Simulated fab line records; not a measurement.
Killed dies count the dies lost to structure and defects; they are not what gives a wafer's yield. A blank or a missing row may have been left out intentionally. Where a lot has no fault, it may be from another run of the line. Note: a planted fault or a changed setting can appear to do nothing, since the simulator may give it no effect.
Which of the tools did it? / flow gf180mcu / 39 wafers from 13 lots sampled at 3 of the route's 602 steps

## WHAT THE GAUGES SHOWED, per wafer
GF_VT_IMPLANT_OVL_MEAS_07.
lot=L404; measured=day 5 16:19; on=overlay-01; VT_IMPLANT_OVL (nm)=1.4 1.4 1.1
lot=L406; measured=day 6 03:39; on=overlay-01; VT_IMPLANT_OVL (nm)=0.8 1.2 1.5
lot=L407; measured=day 6 10:46; on=overlay-02; VT_IMPLANT_OVL (nm)=1.0 2.7 1.1
lot=L408; measured=day 6 16:58; on=overlay-02; VT_IMPLANT_OVL (nm)=0.9 0.6 0.6
lot=L409; measured=day 6 21:58; on=overlay-02; VT_IMPLANT_OVL (nm)=0.0 -0.7 0.2
lot=L410; measured=day 7 03:16; on=overlay-02; VT_IMPLANT_OVL (nm)=-1.0 0.7 0.0
lot=L412; measured=day 7 17:28; on=overlay-01; VT_IMPLANT_OVL (nm)=-2.6 -1.3 -0.7
lot=L413; measured=day 7 21:25; on=overlay-02; VT_IMPLANT_OVL (nm)=1.6 1.7 2.6
lot=L414; measured=day 8 03:40; on=overlay-01; VT_IMPLANT_OVL (nm)=0.7 -1.4 0.8
lot=L415; measured=day 8 09:01; on=overlay-02; VT_IMPLANT_OVL (nm)=1.9 -0.4 1.7
lot=L423; measured=day 10 12:34; on=overlay-01; VT_IMPLANT_OVL (nm)=0.5 1.4 -0.1
lot=L426; measured=day 11 05:16; on=overlay-01; VT_IMPLANT_OVL (nm)=-0.4 -0.9 -0.5
lot=L427; measured=day 11 12:01; on=overlay-01; VT_IMPLANT_OVL (nm)=0.3 -0.7 -0.9

GF_POLY_GATE_THK_MEAS_01.
lot=L404; measured=day 8 12:49; on=film_metro-03; POLY_GATE_CVD_00_THK (nm)=200.8 201.2 201.6
lot=L406; measured=day 9 00:49; on=film_metro-04; POLY_GATE_CVD_00_THK (nm)=197.7 196.0 198.1
lot=L407; measured=day 9 09:13; on=film_metro-04; POLY_GATE_CVD_00_THK (nm)=197.2 198.0 198.1
lot=L408; measured=day 9 15:38; on=film_metro-04; POLY_GATE_CVD_00_THK (nm)=201.1 202.1 201.5
lot=L409; measured=day 9 23:05; on=film_metro-04; POLY_GATE_CVD_00_THK (nm)=201.6 201.3 200.9
lot=L410; measured=day 10 02:22; on=film_metro-02; POLY_GATE_CVD_00_THK (nm)=201.5 202.1 201.7
lot=L412; measured=day 10 19:26; on=film_metro-03; POLY_GATE_CVD_00_THK (nm)=198.1 199.1 196.8
lot=L413; measured=day 11 00:13; on=film_metro-03; POLY_GATE_CVD_00_THK (nm)=199.1 198.2 198.4
lot=L414; measured=day 11 05:32; on=film_metro-02; POLY_GATE_CVD_00_THK (nm)=201.6 198.2 200.0
lot=L415; measured=day 11 13:24; on=film_metro-04; POLY_GATE_CVD_00_THK (nm)=200.3 201.1 200.6
lot=L423; measured=day 14 00:13; on=film_metro-04; POLY_GATE_CVD_00_THK (nm)=198.8 198.2 199.4
lot=L426; measured=day 14 18:59; on=film_metro-02; POLY_GATE_CVD_00_THK (nm)=201.5 202.7 201.3
lot=L427; measured=day 15 02:19; on=film_metro-03; POLY_GATE_CVD_00_THK (nm)=200.2 201.8 202.8

## TOOL THAT RAN EACH LOT (tool first, then ch and the chambers of the sampled wafers, then the start)
lot=L404; GF_DNWELL_EXPOSE_04=iline_stepper-01 ch 0, day 2 12:52
lot=L406; GF_DNWELL_EXPOSE_04=iline_stepper-02 ch 0, day 2 22:14
lot=L407; GF_DNWELL_EXPOSE_04=iline_stepper-02 ch 0, day 3 05:09
lot=L408; GF_DNWELL_EXPOSE_04=iline_stepper-01 ch 0, day 3 09:43
lot=L409; GF_DNWELL_EXPOSE_04=iline_stepper-01 ch 0, day 3 14:46
lot=L410; GF_DNWELL_EXPOSE_04=iline_stepper-01 ch 0, day 3 19:04
lot=L412; GF_DNWELL_EXPOSE_04=iline_stepper-01 ch 0, day 4 06:52
lot=L413; GF_DNWELL_EXPOSE_04=iline_stepper-01 ch 0, day 4 12:04
lot=L414; GF_DNWELL_EXPOSE_04=iline_stepper-02 ch 0, day 4 17:15
lot=L415; GF_DNWELL_EXPOSE_04=iline_stepper-02 ch 0, day 4 21:43
lot=L423; GF_DNWELL_EXPOSE_04=iline_stepper-02 ch 0, day 6 16:23
lot=L426; GF_DNWELL_EXPOSE_04=iline_stepper-02 ch 0, day 7 06:45
lot=L427; GF_DNWELL_EXPOSE_04=iline_stepper-01 ch 0, day 7 12:58
- GF_DNWELL_EXPOSE_04: exposes mask DNWELL, target cd 1700 nm.

## AS READ BY THE TOOLS THEMSELVES (means over the sampled wafers that have a number; for cases with no such wafer, the mark the record gives instead)
GF_DNWELL_EXPOSE_04.
lot=L404; tool=iline_stepper-01; exposure_dose_mJ_cm2=260.32; reticle_temp_C (C)=23.03
lot=L406; tool=iline_stepper-02; exposure_dose_mJ_cm2=260.28; reticle_temp_C (C)=22.97
lot=L407; tool=iline_stepper-02; exposure_dose_mJ_cm2=259.97; reticle_temp_C (C)=22.93
lot=L408; tool=iline_stepper-01; exposure_dose_mJ_cm2=260.14; reticle_temp_C (C)=22.99
lot=L409; tool=iline_stepper-01; exposure_dose_mJ_cm2=260.01; reticle_temp_C (C)=23.02
lot=L410; tool=iline_stepper-01; exposure_dose_mJ_cm2=259.80; reticle_temp_C (C)=23.03
lot=L412; tool=iline_stepper-01; exposure_dose_mJ_cm2=260.11; reticle_temp_C (C)=22.97
lot=L413; tool=iline_stepper-01; exposure_dose_mJ_cm2=259.96; reticle_temp_C (C)=23.15
lot=L414; tool=iline_stepper-02; exposure_dose_mJ_cm2=259.80; reticle_temp_C (C)=22.93
lot=L415; tool=iline_stepper-02; exposure_dose_mJ_cm2=260.09; reticle_temp_C (C)=23.12
lot=L423; tool=iline_stepper-02; exposure_dose_mJ_cm2=260.22; reticle_temp_C (C)=23.03
lot=L426; tool=iline_stepper-02; exposure_dose_mJ_cm2=259.85; reticle_temp_C (C)=22.83
lot=L427; tool=iline_stepper-01; exposure_dose_mJ_cm2=260.13; reticle_temp_C (C)=22.96

## THE ANSWER, worked out from the rows above alone
Rule: the lots themselves supply what counts as usual. The widest of any qualifying gaps counts: lots, ordered by their means at a reading, are off when they make up no more than a third of the lots, leave a main group of 4 or more, and stand apart from it by 3 or more times the standard deviation of that group's means. If all means in a main group match to the digits the tables above print for the reading, that group is not used. A lot without any number at a reading at which 4 lots or more have one is off too. Where the step has rows for the other lots, those lots are counted as sound. Order of review: gauges by route order, followed by the tools' own readings, for which a lot's mean as printed above is used. The first step at which some lot is off is used, and at that step the reading that is off furthest; a lot without a number counts as furthest.
None of the lots is off at any reading shown; this tells nothing.

## WHAT THE SIMULATOR PUT IN
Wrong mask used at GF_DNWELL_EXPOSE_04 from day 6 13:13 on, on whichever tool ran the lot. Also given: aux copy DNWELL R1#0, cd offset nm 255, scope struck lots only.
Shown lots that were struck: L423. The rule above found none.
